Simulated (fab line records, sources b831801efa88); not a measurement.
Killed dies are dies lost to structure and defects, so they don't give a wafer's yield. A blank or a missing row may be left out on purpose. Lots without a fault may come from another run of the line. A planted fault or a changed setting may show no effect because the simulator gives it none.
Chamber matching | flow sky130 | SKY_VIA1_CMP_02 on cmp-02: 4 sister chambers
The step polishes SiO2. 14 wafers are shown with their chamber, then 7 later ones without.

WAFERS WITH THEIR CHAMBER
wafer  | chamber | motor_current_A (A) | platen_rpm (rpm)
L971.3 | 1       | 12.1                | 59.97
L971.5 | 0       | 11.0                | 59.91
L971.6 | 3       | 10.5                | 59.94
L975.2 | 3       | 10.8                | 60.02
L975.3 | 2       | 11.4                | 60.06
L975.6 | 2       | 12.0                | 59.92
L977.2 | 2       | 11.4                | 59.98
L977.3 | 3       | 11.1                | 60.02
L977.6 | 2       | 12.1                | 60.01
L979.2 | 1       | 12.7                | 60.00
L979.3 | 3       | 10.9                | 59.98
L979.4 | 0       | 10.8                | 60.01
L980.1 | 3       | 10.6                | 59.96
L980.4 | 1       | 12.4                | 60.07

SIGNATURES (means of the wafers above)
reading         | chamber 0 | chamber 1 | chamber 2 | chamber 3 | scatter within a chamber
motor_current_A | 10.900    | 12.400    | 11.725    | 10.780    | 0.292
platen_rpm      | 59.9600   | 60.0133   | 59.9925   | 59.9840   | 0.0507
Rule: a wafer's distance from a chamber is the root of the sum, over the readings, of the square of ((its reading less the chamber's mean) divided by the reading's scatter). The wafer belongs to the nearest chamber; if the next one is less than 2 further off, it can't be placed. The scatter: the root of (the sum of the squares of (reading less its chamber's mean) over the shown wafers, divided by (wafers less chambers)).

WAFERS WITHOUT THEIR CHAMBER
wafer  | motor_current_A (A) | platen_rpm (rpm)
L980.5 | 9.8                 | 60.02
L988.2 | 11.5                | 60.01
L988.4 | 11.8                | 60.07
L988.6 | 11.0                | 59.95
L989.1 | 11.2                | 60.02
L989.5 | 10.7                | 59.99
L989.6 | 10.8                | 59.96

WHICH CHAMBER EACH WENT THROUGH
wafer  | from the rows above          | in truth
L980.5 | can't be placed: 3 or 0      | 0
L988.2 | can't be placed: 2 or 0 or 3 | 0
L988.4 | can't be placed: 2 or 1      | 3
L988.6 | can't be placed: 0 or 3      | 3
L989.1 | can't be placed: 0 or 3 or 2 | 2
L989.5 | can't be placed: 3 or 0      | 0
L989.6 | can't be placed: 0 or 3      | 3
Placed correctly: 0 of 7. Can't be placed from these rows: 7 (the true chamber is among the candidates in 6). Placed wrongly: 0.
